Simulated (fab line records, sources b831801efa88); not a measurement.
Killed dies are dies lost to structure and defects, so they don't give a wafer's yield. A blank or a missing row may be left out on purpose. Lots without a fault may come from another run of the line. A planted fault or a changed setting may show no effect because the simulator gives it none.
Chamber matching | flow gf180mcu | GF_STI_CMP_25 on cmp-01: 4 sister chambers
The step polishes, stops on Si3N4, t overpolish 33 s, target thk 524.6 nm. 16 wafers are shown with their chamber, then 8 later ones without.

WAFERS WITH THEIR CHAMBER
wafer  | chamber | motor_current_A (A) | time_to_endpoint_s (s) | slurry_filter_dp_kPa (kPa)
L141.3 | 2       | 14.7                | 123                    | 13.69
L141.5 | 2       | 14.8                | 125                    | 13.55
L141.6 | 3       | 11.3                | 129                    | 13.65
L142.1 | 2       | 14.6                | 124                    | 13.33
L142.4 | 1       | 11.8                | 126                    | 13.75
L142.5 | 3       | 12.0                | 131                    | 13.67
L144.1 | 2       | 14.2                | 123                    | 13.44
L144.4 | 1       | 11.1                | 126                    | 13.49
L144.5 | 2       | 14.9                | 127                    | 13.49
L146.1 | 0       | 11.9                | 133                    | 13.43
L146.2 | 2       | 14.9                | 130                    | 13.52
L146.4 | 3       | 11.5                | 126                    | 13.53
L151.2 | 3       | 11.5                | 127                    | 13.46
L151.3 | 2       | 13.5                | 120                    | 13.44
L151.6 | 2       | 14.3                | 122                    | 13.45
L154.3 | 1       | 11.6                | 124                    | 13.51

SIGNATURES (means of the wafers above)
reading              | chamber 0 | chamber 1 | chamber 2 | chamber 3 | scatter within a chamber
motor_current_A      | 11.900    | 11.500    | 14.488    | 11.575    | 0.42
time_to_endpoint_s   | 133.00    | 125.33    | 124.25    | 128.25    | 2.66
slurry_filter_dp_kPa | 13.4300   | 13.5833   | 13.4887   | 13.5775   | 0.111
Rule: a wafer's distance from a chamber is the root of the sum, over the readings, of the square of ((its reading less the chamber's mean) divided by the reading's scatter). The wafer belongs to the nearest chamber; if the next one is less than 2 further off, it can't be placed. The scatter: the root of (the sum of the squares of (reading less its chamber's mean) over the shown wafers, divided by (wafers less chambers)).

WAFERS WITHOUT THEIR CHAMBER
wafer  | motor_current_A (A) | time_to_endpoint_s (s) | slurry_filter_dp_kPa (kPa)
L154.4 | 11.4                | 128                    | 13.63
L154.6 | 12.0                | 125                    | 13.41
L156.1 | 12.1                | 120                    | 13.65
L156.2 | 12.5                | 125                    | 13.70
L156.3 | 10.8                | 122                    | 13.48
L163.1 | 11.7                | 122                    | 13.41
L163.3 | 12.2                | 122                    | 13.56
L163.5 | 12.1                | 122                    | 13.67

WHICH CHAMBER EACH WENT THROUGH
wafer  | from the rows above          | in truth
L154.4 | can't be placed: 3 or 1      | 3
L154.6 | can't be placed: 1 or 3 or 0 | 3
L156.1 | can't be placed: 1 or 3      | 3
L156.2 | can't be placed: 1 or 3 or 0 | 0
L156.3 | can't be placed: 1 or 3      | 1
L163.1 | can't be placed: 1 or 3      | 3
L163.3 | can't be placed: 1 or 3      | 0
L163.5 | can't be placed: 1 or 3      | 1
Placed correctly: 0 of 8. Can't be placed from these rows: 8 (the true chamber is among the candidates in 7). Placed wrongly: 0.
